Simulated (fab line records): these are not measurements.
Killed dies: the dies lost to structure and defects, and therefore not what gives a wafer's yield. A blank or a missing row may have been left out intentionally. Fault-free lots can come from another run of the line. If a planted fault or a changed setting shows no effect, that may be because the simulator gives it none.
Which tool is to blame? + flow gf180mcu + 36 wafers from 12 lots sampled at 5 of the route's 602 steps

== WHAT THE GAUGES SHOWED, per wafer ==
GF_STI_THK_MEAS_04.
| lot  | measured    | on           | STI_CVD_03_THK (nm) |
|------|-------------|--------------|---------------------|
| L711 | day 1 14:33 | filmMetro-03 | 205.9 206.0 206.1   |
| L712 | day 1 20:08 | filmMetro-03 | 203.7 203.5 202.7   |
| L713 | day 2 01:55 | filmMetro-03 | 416.0 415.5 413.8   |
| L715 | day 2 09:58 | filmMetro-01 | 210.0 209.3 208.9   |
| L720 | day 3 14:07 | filmMetro-02 | 410.4 412.9 410.4   |
| L724 | day 4 08:05 | filmMetro-01 | 205.8 207.1 207.6   |
| L725 | day 4 11:34 | filmMetro-03 | 207.1 209.0 207.8   |
| L727 | day 4 21:34 | filmMetro-03 | 204.4 202.1 203.6   |
| L729 | day 5 09:28 | filmMetro-01 | 207.7 209.2 207.9   |
| L730 | day 5 13:43 | filmMetro-02 | 206.1 205.7 205.6   |
| L731 | day 5 17:34 | filmMetro-01 | 211.1 210.7 209.6   |
| L734 | day 6 08:44 | filmMetro-02 | 207.4 208.3 209.4   |

GF_POLY_GATE_OVL_MEAS_11.
| lot  | measured     | on         | POLY_GATE_OVL (nm) |
|------|--------------|------------|--------------------|
| L711 | day 9 05:43  | overlay-01 | -1 8 0             |
| L712 | day 9 13:46  | overlay-02 | 3 7 2              |
| L715 | day 10 11:27 | overlay-02 | -2 2 -3            |
| L724 | day 13 01:02 | overlay-01 | -2 -4 0            |
| L725 | day 13 11:16 | overlay-02 | -1 -9 -7           |
| L727 | day 14 01:50 | overlay-02 | 1 10 14            |
| L729 | day 14 19:05 | overlay-01 | 7 0 4              |
| L730 | day 14 21:06 | overlay-01 | 4 3 5              |
| L731 | day 15 02:46 | overlay-02 | -2 -4 -9           |
| L734 | day 15 23:03 | overlay-01 | 3 0 6              |

GF_HV_LDD_CD_MEAS_31 targets a cd of 400 nm.
| lot  | measured     | on       | cdNm (nm)         |
|------|--------------|----------|-------------------|
| L711 | day 11 13:44 | cdSem-01 | 402.9 399.7 400.3 |
| L712 | day 12 00:46 | cdSem-02 | 402.9 399.8 400.2 |
| L715 | day 12 21:49 | cdSem-01 | 402.4 402.5 401.0 |
| L724 | day 15 18:17 | cdSem-01 | 398.8 399.8 397.6 |
| L725 | day 16 04:28 | cdSem-02 | 401.8 402.9 401.6 |
| L727 | day 16 20:36 | cdSem-01 | 402.1 403.3 404.4 |
| L729 | day 17 17:13 | cdSem-02 | 402.6 400.5 399.3 |
| L730 | day 17 19:29 | cdSem-01 | 396.8 398.0 399.5 |
| L731 | day 18 03:46 | cdSem-01 | 400.1 401.8 399.8 |
| L734 | day 18 23:37 | cdSem-01 | 397.5 401.7 397.2 |

== WHAT TOOL EACH LOT RAN ON (gives the tool, then ch and the chambers of the sampled wafers, and finally the start) ==
| lot  | GF_STI_CVD_03              | GF_STI_ETCH_13                   |
|------|----------------------------|----------------------------------|
| L711 | lpcvd-01 ch 0, day 1 11:34 | rieDiel-04 ch 1,2,3, day 2 01:59 |
| L712 | lpcvd-02 ch 1, day 1 18:09 | rieDiel-04 ch 0,1, day 2 08:51   |
| L713 | lpcvd-01 ch 0, day 1 21:46 | rieDiel-02 ch 0,1, day 2 12:11   |
| L715 | lpcvd-01 ch 1, day 2 07:59 | rieDiel-04 ch 0,3, day 2 22:20   |
| L720 | lpcvd-02 ch 1, day 3 09:58 | rieDiel-04 ch 0,1, day 3 23:56   |
| L724 | lpcvd-02 ch 1, day 4 06:05 | rieDiel-04 ch 2,3, day 4 21:35   |
| L725 | lpcvd-01 ch 0, day 4 09:34 | rieDiel-04 ch 0,2,3, day 5 01:35 |
| L727 | lpcvd-02 ch 0, day 4 19:34 | rieDiel-04 ch 0,3, day 5 12:14   |
| L729 | lpcvd-01 ch 1, day 5 06:29 | rieDiel-01 ch 0,1, day 6 00:10   |
| L730 | lpcvd-01 ch 1, day 5 10:44 | rieDiel-01 ch 0,1,3, day 6 03:45 |
| L731 | lpcvd-01 ch 1, day 5 15:34 | rieDiel-04 ch 0,1,3, day 6 08:27 |
| L734 | lpcvd-01 ch 0, day 6 06:45 | rieDiel-01 ch 0,1,2, day 7 00:01 |
- GF_STI_CVD_03: deposits Si3N4 from DCS/NH3, target thk 207.16 nm, time 3551 s.
- GF_STI_ETCH_13: etches the open film in CHF3/O2, stops on Si, target depth 282.31 nm, time 112.9 s.

== AS READ BY THE TOOLS THEMSELVES (means over the sampled wafers that have a number; for cases with no such wafer, the mark the record gives instead) ==
GF_STI_CVD_03.
| lot  | tool     | zonePowerBottomPct (%) | zonePowerCentrePct (%) | zonePowerTopPct (%) |
|------|----------|------------------------|------------------------|---------------------|
| L711 | lpcvd-01 | 19.9                   | 12.6                   | 26.6                |
| L712 | lpcvd-02 | 17.8                   | 15.0                   | 25.6                |
| L713 | lpcvd-01 | 19.9                   | 12.6                   | 26.6                |
| L715 | lpcvd-01 | 20.1                   | 14.5                   | 23.5                |
| L720 | lpcvd-02 | 17.9                   | 15.1                   | 25.5                |
| L724 | lpcvd-02 | 17.9                   | 14.9                   | 25.5                |
| L725 | lpcvd-01 | 20.0                   | 12.7                   | 26.3                |
| L727 | lpcvd-02 | 17.8                   | 16.2                   | 29.1                |
| L729 | lpcvd-01 | 20.0                   | 14.4                   | 23.2                |
| L730 | lpcvd-01 | 19.9                   | 14.5                   | 23.1                |
| L731 | lpcvd-01 | 20.0                   | 14.4                   | 22.9                |
| L734 | lpcvd-01 | 19.7                   | 12.7                   | 26.7                |

GF_STI_ETCH_13.
| lot  | tool       | drypumpMotorCurrentA (A) | oesProductAu (a.u.) | throttleValvePct (%) |
|------|------------|--------------------------|---------------------|----------------------|
| L711 | rieDiel-04 | 6.2                      | 0.823               | 8.808                |
| L712 | rieDiel-04 | 5.9                      | 0.824               | 8.812                |
| L713 | rieDiel-02 | 5.2                      | 0.983               | 8.853                |
| L715 | rieDiel-04 | 6.3                      | 0.837               | 8.824                |
| L720 | rieDiel-04 | 5.9                      | 0.992               | 8.858                |
| L724 | rieDiel-04 | 6.5                      | 0.832               | 8.816                |
| L725 | rieDiel-04 | 6.2                      | 0.833               | 8.809                |
| L727 | rieDiel-04 | 6.3                      | 0.821               | 8.806                |
| L729 | rieDiel-01 | 5.5                      | 0.835               | 8.815                |
| L730 | rieDiel-01 | 5.6                      | 0.828               | 8.806                |
| L731 | rieDiel-04 | 6.1                      | 0.840               | 8.807                |
| L734 | rieDiel-01 | 5.5                      | 0.834               | 8.817                |

== THE ANSWER, worked out from the rows above alone ==
Rule: the usual values come from the lots themselves. The widest of any qualifying gaps counts: lots, ordered by their means at a reading, are off when they make up no more than a third of the lots, leave a main group of 4 or more, and stand apart from it by 3 or more times the standard deviation of that group's means. Not used: any main group whose means are identical at the precision the tables above print for the reading. A lot without any number at a reading at which 4 lots or more have one is off too. The other lots that the step has rows for count as sound. After the gauges, taken in route order, come the tools' own readings; for these a lot's mean is taken, as printed above. The first step at which some lot is off is used, and at that step the reading that is off furthest; a lot without a number counts as furthest.
Off: at GF_STI_THK_MEAS_04 (STI_CVD_03_THK), L713, L720. Main group: mean 207.0 nm, sd 2.3.
If a tool, at a process step before that reading, ran all the lots that are off and no sound lot after the first of them, it fits. Not tried: the gauges at GF_STI_THK_MEAS_04; whatever is off there is also off at GF_STI_ETCH_13, on other tools, and gauge error can't account for it. Of those tried, none fits.

== WHAT WAS PUT IN BY THE SIMULATOR ==
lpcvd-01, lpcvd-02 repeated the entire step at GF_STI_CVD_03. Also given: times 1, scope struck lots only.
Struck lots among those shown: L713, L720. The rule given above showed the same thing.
